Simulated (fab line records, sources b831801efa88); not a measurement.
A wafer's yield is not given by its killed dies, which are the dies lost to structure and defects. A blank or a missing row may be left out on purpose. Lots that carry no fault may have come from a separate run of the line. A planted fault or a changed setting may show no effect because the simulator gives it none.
Which of the tools did it? ; flow gf180mcu ; Sampling: 24 lots, 72 wafers, 3 of 602 route steps

WHAT EACH GAUGE READ, for each wafer
GF_SALICIDE_THK_MEAS_05: measures by xrf. Usual: for SALICIDE_TIN_THK the level is 20.07 nm and the standard deviation is 0.24.
lot;measured;on;SALICIDE_TIN_THK (nm);flag
L074;day 15 06:25;film_metro-03;19.84 20.24 19.93;
L075;day 15 16:07;film_metro-02;20.32 20.31 19.86;
L076;day 15 20:57;film_metro-03;19.68 20.15 19.92;
L077;day 16 10:40;film_metro-03;20.34 19.59 19.91;
L078;day 16 14:34;film_metro-02;19.91 19.67 20.11;
L079;day 16 19:13;film_metro-02;20.37 19.98 20.00;
L080;day 17 05:24;film_metro-04;19.97 19.95 20.13;
L081;day 17 20:04;film_metro-04;19.78 19.97 20.02;
L082;day 17 22:04;film_metro-02;19.92 19.42 19.67;
L083;day 18 07:51;film_metro-02;19.94 20.29 20.20;
L084;day 18 23:25;film_metro-02;19.88 19.96 20.12;
L085;day 19 03:58;film_metro-04;20.27 20.03 19.98;
L086;day 19 14:14;film_metro-02;20.05 20.24 20.23;
L087;day 19 20:39;film_metro-02;20.13 20.26 20.24;
L088;day 20 07:28;film_metro-04;20.25 19.95 20.06;
L089;day 20 16:19;film_metro-04;20.15 20.07 20.16;
L090;day 21 04:01;film_metro-02;20.13 20.22 20.11;
L092;day 22 04:03;film_metro-02;19.71 20.14 20.20;
L091;day 22 03:45;film_metro-03;19.80 20.21 20.35;
L093;day 22 12:25;film_metro-02;20.19 19.98 20.28;
L094;day 22 15:05;film_metro-03;19.98 20.29 19.96;
L095;day 22 22:27;film_metro-02;20.37 19.62 20.63;
L097;day 23 08:53;film_metro-04;20.47 19.59 20.30;
L096;day 23 11:10;film_metro-03;20.40 20.62 20.36;

EACH LOT AND THE TOOL THAT RAN IT (in order: tool; ch and the chambers of the sampled wafers; start)
lot;GF_VT_IMPLANT_STRIP_20;GF_SALICIDE_SPUTTER_02
L074;plasma_asher-03 ch 0,1, day 6 07:52;pvd_sputter-04, day 15 06:15
L075;plasma_asher-02 ch 0,1, day 6 12:56;pvd_sputter-01, day 15 15:56
L076;plasma_asher-02 ch 0,1, day 6 19:44;pvd_sputter-04, day 15 20:46
L077;plasma_asher-01 ch 0,1, day 6 23:53;pvd_sputter-04, day 16 10:29
L078;plasma_asher-01 ch 1, day 7 05:59;pvd_sputter-02, day 16 14:23
L079;plasma_asher-01 ch 0,1, day 7 08:28;pvd_sputter-04, day 16 19:02
L080;plasma_asher-02 ch 0,1, day 7 17:49;pvd_sputter-01, day 17 05:14
L081;plasma_asher-03 ch 0,1, day 8 01:19;pvd_sputter-04, day 17 19:54
L082;plasma_asher-03 ch 0,1, day 8 05:31;pvd_sputter-04, day 17 21:54
L083;plasma_asher-03 ch 0,1, day 8 12:34;pvd_sputter-02, day 18 07:40
L084;plasma_asher-03 ch 0,1, day 8 23:10;pvd_sputter-02, day 18 23:13
L085;plasma_asher-01 ch 0, day 9 03:50;pvd_sputter-01, day 19 03:47
L086;plasma_asher-01 ch 0,1, day 9 08:52;pvd_sputter-04, day 19 14:03
L087;plasma_asher-02 ch 0,1, day 9 15:37;pvd_sputter-02, day 19 20:29
L088;plasma_asher-02 ch 0,1, day 9 23:43;pvd_sputter-01, day 20 07:18
L089;plasma_asher-01 ch 0,1, day 10 06:16;pvd_sputter-02, day 20 16:07
L090;plasma_asher-03 ch 0,1, day 10 16:20;pvd_sputter-02, day 21 03:49
L092;plasma_asher-02 ch 0,1, day 11 07:50;pvd_sputter-01, day 22 03:52
L091;plasma_asher-01 ch 0,1, day 11 09:11;pvd_sputter-04, day 22 03:34
L093;plasma_asher-01 ch 0,1, day 11 17:55;pvd_sputter-02, day 22 12:13
L094;plasma_asher-01 ch 0,1, day 11 20:56;pvd_sputter-02, day 22 14:54
L095;plasma_asher-01 ch 0,1, day 12 03:58;pvd_sputter-04, day 22 22:16
L097;plasma_asher-02 ch 1, day 12 09:35;pvd_sputter-04, day 23 08:43
L096;plasma_asher-01 ch 0,1, day 12 12:28;pvd_sputter-02, day 23 10:58
- GF_VT_IMPLANT_STRIP_20: strips in O2/N2.
- GF_SALICIDE_SPUTTER_02: material Co, target thk 10 nm, time 20 s.

WHAT THE TOOLS THEMSELVES READ (means of the sampled wafers that have a number; where no wafer has one, the mark that the record gives instead)
GF_VT_IMPLANT_STRIP_20. Usual: chamber_pressure_mTorr 1499.9 mTorr, standard deviation 1.4; drypump_motor_current_A 5.9 A, standard deviation 0.38; heater_power_w 360 W, standard deviation 57; oes_product_au 0.717 a.u., standard deviation 0.0045; strip_time_to_endpoint_s 12.64 s, standard deviation 0.038.
lot;tool;chamber_pressure_mTorr (mTorr);drypump_motor_current_A (A);heater_power_w (W);oes_product_au (a.u.);strip_time_to_endpoint_s (s);flag
L074;plasma_asher-03;1500.9;5.9;352;0.713;12.65;
L075;plasma_asher-02;1500.3;6.4;348;0.717;12.67;
L076;plasma_asher-02;1500.7;6.5;327;0.717;12.66;
L077;plasma_asher-01;1499.5;5.6;359;0.719;12.66;
L078;plasma_asher-01;1500.6;5.4;455;0.721;12.66;
L079;plasma_asher-01;1500.6;5.6;361;0.716;12.66;
L080;plasma_asher-02;1501.2;6.4;330;0.716;12.60;
L081;plasma_asher-03;1498.2;5.9;338;0.714;12.71;
L082;plasma_asher-03;1498.9;5.9;332;0.716;12.65;
L083;plasma_asher-03;1499.5;5.9;353;0.716;12.59;
L084;plasma_asher-03;1500.4;5.9;349;0.715;12.63;
L085;plasma_asher-01;1499.3;5.7;318;0.718;12.67;
L086;plasma_asher-01;1498.7;5.5;401;0.714;12.62;
L087;plasma_asher-02;1499.9;6.4;346;0.718;12.64;
L088;plasma_asher-02;1501.5;6.4;348;0.718;12.59;
L089;plasma_asher-01;1500.9;5.5;408;0.715;12.70;
L090;plasma_asher-03;1499.1;5.9;339;0.717;12.64;
L092;plasma_asher-02;1500.5;6.5;326;0.715;12.59;
L091;plasma_asher-01;1499.1;5.5;403;0.716;12.65;
L093;plasma_asher-01;1500.3;5.5;404;0.720;12.64;
L094;plasma_asher-01;1499.6;5.6;354;0.718;12.67;
L095;plasma_asher-01;1500.0;5.5;409;0.717;12.58;
L097;plasma_asher-02;1499.6;6.4;373;0.720;12.61;
L096;plasma_asher-01;1499.8;5.6;350;0.718;12.62;

GF_SALICIDE_SPUTTER_02. Usual: throttle_valve_pct 30.5 %, standard deviation 1.1.
lot;tool;throttle_valve_pct (%);flag
L074;pvd_sputter-04;31.1;
L075;pvd_sputter-01;30.7;
L076;pvd_sputter-04;31.4;
L077;pvd_sputter-04;31.6;
L078;pvd_sputter-02;30.3;
L079;pvd_sputter-04;30.9;
L080;pvd_sputter-01;30.6;
L081;pvd_sputter-04;30.8;
L082;pvd_sputter-04;31.3;
L083;pvd_sputter-02;30.1;
L084;pvd_sputter-02;30.0;
L085;pvd_sputter-01;30.0;
L086;pvd_sputter-04;30.5;
L087;pvd_sputter-02;30.4;
L088;pvd_sputter-01;30.6;
L089;pvd_sputter-02;30.4;
L090;pvd_sputter-02;30.4;
L092;pvd_sputter-01;29.2;
L091;pvd_sputter-04;31.4;
L093;pvd_sputter-02;30.0;
L094;pvd_sputter-02;29.8;
L095;pvd_sputter-04;31.3;
L097;pvd_sputter-04;32.3;
L096;pvd_sputter-02;30.5;

THE ANSWER, worked out from the rows above alone
Rule: take the mean of a lot's wafers that have a number; if it is more than 3 standard deviations from the usual mean, the lot is off. A lot without any number at a reading at which 4 lots or more have one is off too. Any other lot the step has rows for is counted as sound. After the gauges, taken in route order, come the tools' own readings; for these a lot's mean is taken, as printed above. At the first step where some lot is off, the reading lying furthest off is the one used; lots without a number count as furthest.
None of the lots is off at any reading shown; this tells nothing.

WHAT THE SIMULATOR HAD PUT IN
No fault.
